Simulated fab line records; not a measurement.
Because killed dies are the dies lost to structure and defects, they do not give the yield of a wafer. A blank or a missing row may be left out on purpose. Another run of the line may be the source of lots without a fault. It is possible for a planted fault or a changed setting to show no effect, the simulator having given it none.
Matching of chambers	flow sfqLine	4 sister chambers for SFQ_TRILAYER_I6_VIA_ETCH_VIA_ETCH_172 on rieDiel-02
The step etches SiO2 in CHF3, stops on Nb, target depth 260 nm. 8 wafers are shown with their chamber, then 10 later ones without.

## WAFERS WITH THEIR CHAMBER
wafer	chamber	drypumpMotorCurrentA (A)	rfFwdPowerW (W)
L340.3	3	6.5	498.9
L344.3	3	6.4	500.9
L345.5	2	5.3	499.0
L346.2	1	6.0	498.4
L346.3	0	5.5	496.4
L346.5	1	6.0	502.4
L348.1	0	5.6	499.6
L348.4	2	5.3	496.9

## WAFERS WITHOUT THEIR CHAMBER
wafer	drypumpMotorCurrentA (A)	rfFwdPowerW (W)
L348.6	5.9	498.9
L350.3	5.3	500.9
L350.4	6.0	500.6
L350.6	5.3	499.4
L351.3	5.6	501.3
L351.5	5.3	496.7
L351.6	6.0	498.9
L352.1	5.9	497.6
L352.3	5.3	497.5
L352.4	6.4	501.7

## CHAMBER TAKEN BY EACH
wafer	from the rows above	in truth
L348.6	1	1
L350.3	2	2
L350.4	1	1
L350.6	2	2
L351.3	0	0
L351.5	2	2
L351.6	1	1
L352.1	1	1
L352.3	2	2
L352.4	3	3
10 of 10 placed correctly. Not placeable from these rows: 0. 0 placed wrongly.
How it was worked out, from the rows above alone: a wafer's distance from a chamber is the root of the sum, over the readings, of the square of ((its reading less the chamber's mean) divided by the reading's scatter). The wafer belongs to the nearest chamber; if the next one is less than 2 further off, it can't be placed. For every chamber, the mean is computed from those of its wafers that are shown. The scatter: take each reading less its chamber's mean, square it, sum over the shown wafers, divide by the number of wafers less the number of chambers, and take the root.
